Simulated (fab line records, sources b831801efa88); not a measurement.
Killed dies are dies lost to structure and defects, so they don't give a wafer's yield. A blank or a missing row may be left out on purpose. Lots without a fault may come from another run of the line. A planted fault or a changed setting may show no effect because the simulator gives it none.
Problem report in the 8D (eight disciplines) form, filled by code | flow sky130 | the parts of the form that need people (team, actions taken, sign-off) are left out

1. THE PROBLEM
killed_at_M4_up at SKY_PAD_OPEN_PROBE_99 reads a mean of 58.5 on 2 wafers of 2 lots; wafers without a fault read 3.1 with a standard deviation of 1.7. That is +33 standard deviations from the usual mean.
First seen on wafer L713.4, day 48 15:47, on prober-02. The record holds 6 wafers of 2 lots with a number at this step. Rule for "out", or "out of limits": more than 4 standard deviations from the usual mean. The other wafers with a number count as sound.

2. WHAT IT IS AND WHAT IT IS NOT
question                    | is                                                                                                                         | is not
which readings at this step | killed_at_M4_up, defect_limited_yield, killed_dies, sort_bin_3_pad_short, sort_bin_5_function, sort_n_pass, sort_yield_pct | killed_at_M0_to_M3, killed_at_contacts, killed_at_front_end, killed_at_other, killed_open, killed_short, sort_bin_6_memory
which lots                  | L713, L716                                                                                                                 | -
which wafers of those lots  | L713.4, L716.4                                                                                                             | L713.1, L713.6, L716.2, L716.3
read on which tools         | prober-02                                                                                                                  | -
when                        | from day 48 15:47                                                                                                          | up to then (1 sound wafer); but 3 sound wafers of L713, L716 came after

3. SUSPECTS, AND WHAT RULES EACH OUT
Counting: a tool at a process step up to the reading stays a suspect if it ran every lot that is out. Sound lots after the first of them don't rule it out here, since some wafers of a struck lot are sound.
- pvd_sputter-02 at SKY_METAL5_SPUTTER_04 (material TiN, target thk 70 nm, time 58.3 s): kept. It ran every lot that is out, first L713 (day 46 00:20).
- prober-02 at SKY_PAD_OPEN_PROBE_99: kept. It ran every lot that is out, first L713 (day 48 15:38). Its own readings are out on those wafers: defect_limited_yield, killed_at_M4_up, killed_dies, sort_bin_3_pad_short, sort_bin_5_function, sort_n_pass, sort_yield_pct.
Left after counting: pvd_sputter-02 at SKY_METAL5_SPUTTER_04, prober-02 at SKY_PAD_OPEN_PROBE_99.

4. THE CAUSE (what the simulator had put in)
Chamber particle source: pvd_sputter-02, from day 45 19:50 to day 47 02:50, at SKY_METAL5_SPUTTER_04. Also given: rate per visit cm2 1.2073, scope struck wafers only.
Counting left 2 suspects, and this tool is among them.

5. THE CHAIN OF EFFECTS, in route order
Each row: a reading whose mean over the struck wafers that have a number lies more than 3 standard deviations from the usual. Only readings for which the record gives a usual standard deviation are gone through. hours: the time from each lot's start at the first step in this table that gives one to its start at this step, as a median over the lots. sigmas: the change in usual standard deviations.
hours | step                  | reading              | usual  | on struck wafers | change | sigmas
0     | SKY_PAD_OPEN_PROBE_99 | defect_limited_yield | 82.3 % | 72.7             | -9.6   | -4.8
0     | SKY_PAD_OPEN_PROBE_99 | killed_at_M4_up      | 3.1    | 58.5             | +55.4  | +33
0     | SKY_PAD_OPEN_PROBE_99 | killed_dies          | 87     | 134              | +48    | +4.8
0     | SKY_PAD_OPEN_PROBE_99 | sort_bin_3_pad_short | 0.9 %  | 3.5              | +2.6   | +6.2
0     | SKY_PAD_OPEN_PROBE_99 | sort_bin_5_function  | 10.5 % | 17.8             | +7.3   | +4.9
0     | SKY_PAD_OPEN_PROBE_99 | sort_n_pass          | 405    | 358              | -48    | -4.8
0     | SKY_PAD_OPEN_PROBE_99 | sort_yield_pct       | 82.3 % | 72.7             | -9.6   | -4.8
The process steps in it:
- SKY_PAD_OPEN_PROBE_99

6. WHAT WOULD HAVE CAUGHT IT SOONER
In this record the first reading out of limits was taken at day 48 15:47, 68 hours after the fault began at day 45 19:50.
Of the tool readings at SKY_METAL5_SPUTTER_04 for which the record gives a usual standard deviation, none was out on any struck wafer, so an alarm limit of 4 standard deviations on them would not have fired.
All the lots that are out (2) had begun SKY_METAL5_SPUTTER_04 on pvd_sputter-02 by day 48 15:47. A hold on the tool at that time would have spared none of them.
